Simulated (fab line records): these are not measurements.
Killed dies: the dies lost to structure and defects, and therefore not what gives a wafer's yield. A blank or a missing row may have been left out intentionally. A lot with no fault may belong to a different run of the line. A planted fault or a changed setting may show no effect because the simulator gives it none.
A struck lot beside a sound one    flow sky130    16 steps out of a route of 708
Sound: wafers L712.3, L712.4, L712.6. Struck: wafers L722.2, L722.6. (L722.5 of the same lot was not struck and is left out.) The cause comes at the end.
Per side, at each step with rows, come the tool, then ch with its chambers, and then its first start. Under that, the readings that differ: sound wafers    struck wafers    difference of the means    sigmas: that difference in standard deviations of wafers without a fault.
alike: readings with means less than 2 such deviations apart, plus words and numbers identical on both sides. not compared: withheld readings, readings lacking a value on some wafer, bounds such as >300 that could conceal the same value, and numbers that have no deviation in the record and whose values overlap.
The two part at a step that has a row with sigmas, a row that says differs or no value, or rows on one side only. Numbers that don't overlap but have no deviation are shown without sigmas and don't part them. A reading missing from all wafers of one side parts the sides only when that side holds two or more wafers.

first, 3 steps without rows for these wafers: SKY_METAL1_EXPOSE_12 (exposes mask MM1, target cd 140 nm); SKY_METAL1_PEB_13; SKY_METAL1_DEVELOP_14 (develop time 60 s).
SKY_METAL1_CD_MEAS_15 targets a cd of 140 nm.
  sound on cd_sem-01, day 35 16:20; struck on cd_sem-02, day 38 12:22
  alike: cd_nm
SKY_METAL1_OVL_MEAS_16:
  sound on overlay-01, day 35 16:26; struck on overlay-01, day 38 12:28
  alike: METAL1_OVL
SKY_METAL1_DESCUM_17: chemistry O2, time 8 s.
  sound on rie_metal-01 ch 0,1, day 35 16:28; struck on rie_metal-04 ch 0, day 38 12:30
reading                      sound        struck   difference  sigmas
drypump_motor_current_A (A)  5.9 5.3 5.3  6.3 6.3  +0.8        +2
  alike: oes_product_au
  not compared: rf_hours_counter_h
SKY_METAL1_ETCH_18: etches BARC in N2/H2, stops on SiO2, time 45.9 s, target depth 60 nm.
  sound on rie_metal-01 ch 0,1, day 35 16:31; struck on rie_metal-04 ch 0, day 38 12:32
reading                      sound        struck   difference  sigmas
drypump_motor_current_A (A)  5.9 5.4 5.3  6.3 6.3  +0.8        +2
  alike: oes_product_au, throttle_valve_pct
  not compared: rf_hours_counter_h
SKY_METAL1_METAL_ETCH_19: etches the open film in Cl2/BCl3, stops on SiO2, target depth 360 nm, time 78 s.
  sound on rie_metal-01 ch 0,1, day 35 16:35; struck on rie_metal-04 ch 0, day 38 12:36
reading                      sound        struck   difference  sigmas
drypump_motor_current_A (A)  5.9 5.3 5.4  6.3 6.3  +0.8        +2
  alike: oes_product_au, throttle_valve_pct
  not compared: rf_hours_counter_h
SKY_METAL1_STRIP_20: strips in O2/N2.
  sound on plasma_asher-04 ch 0,1, day 35 16:41; struck on plasma_asher-03 ch 0,1, day 38 12:41
  alike: drypump_motor_current_A, oes_product_au, strip_time_to_endpoint_s
  not compared: rf_hours_counter_h
then, 3 steps without rows for these wafers: SKY_METAL1_STRIP_21 (strips in post etch residue remover, time 1200 s); SKY_METAL1_CLEAN_22 (cleans in IPA, time 180 s); SKY_METAL1_CLEAN_23 (cleans in O3/DIW).
SKY_VIA1_HDPCVD_00: deposits SiO2, target thk 1030 nm, time 171.7 s.
  sound on hdpcvd-02 ch 1,2, day 35 17:18; struck on hdpcvd-01 ch 1, day 38 13:17
reading                                   sound              struck       difference  sigmas
run_length_s (s)                          198.5 198.3 199.2  183.8 183.8  -14.9       -26
model.SiO2_of_VIA1_HDPCVD_00.thk_nm (nm)  1055 1042 1052     959.5 955    -92.4       
SKY_VIA1_THK_MEAS_01:
  sound on film_metro-03, day 35 17:26; struck on film_metro-02, day 38 13:24
reading               sound           struck   difference  sigmas
VIA1_HDPCVD_THK (nm)  1056 1041 1051  960 955  -92         -9
SKY_VIA1_CMP_02: polishes SiO2.
  sound on cmp-01 ch 1,2,3, day 35 17:31; struck on cmp-01 ch 1, day 38 13:27
reading                  sound              struck       difference  sigmas
edge_zone_pressure_frac  0.998 1.002 1.008  0.993 0.991  -0.011      -2
  alike: motor_current_A
following that, these wafers have no rows for 1 step: SKY_PAD_OPEN_PROBE_99.

== WHERE THEY PART ==
At SKY_METAL1_DESCUM_17 first; at SKY_VIA1_CMP_02 last (within this record only).

WHY: the cause the simulator had injected
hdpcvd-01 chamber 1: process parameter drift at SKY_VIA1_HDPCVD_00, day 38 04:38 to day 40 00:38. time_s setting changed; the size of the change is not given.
